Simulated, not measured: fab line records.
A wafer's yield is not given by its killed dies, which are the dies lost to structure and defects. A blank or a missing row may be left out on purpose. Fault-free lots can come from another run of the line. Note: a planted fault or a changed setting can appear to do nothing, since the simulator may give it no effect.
Which tool was responsible? :: flow gf180mcu :: Sampling: 14 lots, 42 wafers, 3 of 602 route steps

WHAT THE GAUGES SHOWED, per wafer
GF_MIM_THK_MEAS_06.
lot: L757
measured: day 24 11:15
on: filmMetro-01
MIM_CVD_05_THK (nm): 40.4 39.6 40.8

lot: L759
measured: day 25 03:51
on: filmMetro-02
MIM_CVD_05_THK (nm): 40.1 39.7 40.7

lot: L761
measured: day 25 21:03
on: filmMetro-02
MIM_CVD_05_THK (nm): 40.3 40.7 41.2

lot: L762
measured: day 26 03:07
on: filmMetro-03
MIM_CVD_05_THK (nm): 39.5 40.0 40.7

lot: L763
measured: day 26 09:06
on: filmMetro-02
MIM_CVD_05_THK (nm): 39.9 39.9 40.2

lot: L764
measured: day 27 01:59
on: filmMetro-02
MIM_CVD_05_THK (nm): 39.7 40.2 39.9

lot: L765
measured: day 27 07:06
on: filmMetro-02
MIM_CVD_05_THK (nm): 39.3 40.2 40.1

lot: L767
measured: day 27 23:39
on: filmMetro-01
MIM_CVD_05_THK (nm): 40.7 40.9 40.4

lot: L768
measured: day 28 01:57
on: filmMetro-02
MIM_CVD_05_THK (nm): 39.6 39.1 40.5

lot: L769
measured: day 28 18:35
on: filmMetro-03
MIM_CVD_05_THK (nm): 41.1 40.7 41.3

lot: L774
measured: day 30 00:55
on: filmMetro-03
MIM_CVD_05_THK (nm): 40.1 40.2 40.4

lot: L776
measured: day 30 10:27
on: filmMetro-01
MIM_CVD_05_THK (nm): 39.8 40.0 40.6

lot: L777
measured: day 30 14:22
on: filmMetro-03
MIM_CVD_05_THK (nm): 39.8 40.5 40.9

lot: L779
measured: day 31 08:17
on: filmMetro-02
MIM_CVD_05_THK (nm): 39.8 40.8 41.0

GF_M5_OVL_MEAS_08.
lot: L757
measured: day 26 06:17
on: overlay-01
M5_OVL (nm): -2 -1 -3

lot: L759
measured: day 26 21:58
on: overlay-01
M5_OVL (nm): 5 -3 1

lot: L761
measured: day 27 14:26
on: overlay-02
M5_OVL (nm): -2 3 1

lot: L762
measured: day 27 21:38
on: overlay-01
M5_OVL (nm): -4 -1 -3

lot: L763
measured: day 28 02:55
on: overlay-01
M5_OVL (nm): -6 -1 -8

lot: L764
measured: day 28 17:34
on: overlay-01
M5_OVL (nm): -3 -1 -2

lot: L765
measured: day 28 22:56
on: overlay-01
M5_OVL (nm): 0 5 1

lot: L767
measured: day 29 15:12
on: overlay-02
M5_OVL (nm): 1 3 0

lot: L768
measured: day 29 17:10
on: overlay-01
M5_OVL (nm): -17 -17 -8

lot: L769
measured: day 30 08:17
on: overlay-01
M5_OVL (nm): -7 -10 -4

lot: L774
measured: day 31 13:49
on: overlay-01
M5_OVL (nm): 5 -2 0

lot: L776
measured: day 31 21:32
on: overlay-02
M5_OVL (nm): -1 1 -1

lot: L777
measured: day 32 02:26
on: overlay-01
M5_OVL (nm): -5 -3 -2

lot: L779
measured: day 32 18:41
on: overlay-02
M5_OVL (nm): 4 7 5

TOOL THAT RAN EACH LOT (tool first, then ch and the chambers of the sampled wafers, then the start)
lot: L757
GF_V4_SPUTTER_22: pvdSputter-04, day 24 10:22

lot: L759
GF_V4_SPUTTER_22: pvdSputter-03, day 25 02:57

lot: L761
GF_V4_SPUTTER_22: pvdSputter-04, day 25 20:10

lot: L762
GF_V4_SPUTTER_22: pvdSputter-03, day 26 02:14

lot: L763
GF_V4_SPUTTER_22: pvdSputter-01, day 26 08:13

lot: L764
GF_V4_SPUTTER_22: pvdSputter-03, day 27 01:06

lot: L765
GF_V4_SPUTTER_22: pvdSputter-03, day 27 06:13

lot: L767
GF_V4_SPUTTER_22: pvdSputter-04, day 27 22:44

lot: L768
GF_V4_SPUTTER_22: pvdSputter-03, day 28 01:03

lot: L769
GF_V4_SPUTTER_22: pvdSputter-03, day 28 17:40

lot: L774
GF_V4_SPUTTER_22: pvdSputter-04, day 30 00:02

lot: L776
GF_V4_SPUTTER_22: pvdSputter-04, day 30 09:34

lot: L777
GF_V4_SPUTTER_22: pvdSputter-03, day 30 13:29

lot: L779
GF_V4_SPUTTER_22: pvdSputter-01, day 31 07:23
- GF_V4_SPUTTER_22: material TiN, target thk 10 nm, time 40 s.

WHAT THE TOOLS THEMSELVES READ (means of the sampled wafers that have a number; where no wafer has one, the mark that the record gives instead)
GF_V4_SPUTTER_22.
lot: L757
tool: pvdSputter-04
throttleValvePct (%): 29.8

lot: L759
tool: pvdSputter-03
throttleValvePct (%): 29.7

lot: L761
tool: pvdSputter-04
throttleValvePct (%): 30.0

lot: L762
tool: pvdSputter-03
throttleValvePct (%): 29.0

lot: L763
tool: pvdSputter-01
throttleValvePct (%): 29.3

lot: L764
tool: pvdSputter-03
throttleValvePct (%): 29.2

lot: L765
tool: pvdSputter-03
throttleValvePct (%): 29.4

lot: L767
tool: pvdSputter-04
throttleValvePct (%): 30.1

lot: L768
tool: pvdSputter-03
throttleValvePct (%): 29.3

lot: L769
tool: pvdSputter-03
throttleValvePct (%): 29.1

lot: L774
tool: pvdSputter-04
throttleValvePct (%): 30.4

lot: L776
tool: pvdSputter-04
throttleValvePct (%): 30.2

lot: L777
tool: pvdSputter-03
throttleValvePct (%): 28.7

lot: L779
tool: pvdSputter-01
throttleValvePct (%): 29.5

THE ANSWER, worked out from the rows above alone
Rule: the usual values come from the lots themselves. The widest of any qualifying gaps counts: lots, ordered by their means at a reading, are off when they make up no more than a third of the lots, leave a main group of 4 or more, and stand apart from it by 3 or more times the standard deviation of that group's means. The tables above print the reading to a certain number of digits; a main group whose means all agree to those digits is not used. A lot without any number at a reading at which 4 lots or more have one is off too. All remaining lots with rows at the step are treated as sound. After the gauges, taken in route order, come the tools' own readings; for these a lot's mean is taken, as printed above. At the first step where some lot is off, the reading lying furthest off is the one used; lots without a number count as furthest.
No lot is off on any of the readings shown, so nothing can be concluded from this.

WHAT THE SIMULATOR PUT IN
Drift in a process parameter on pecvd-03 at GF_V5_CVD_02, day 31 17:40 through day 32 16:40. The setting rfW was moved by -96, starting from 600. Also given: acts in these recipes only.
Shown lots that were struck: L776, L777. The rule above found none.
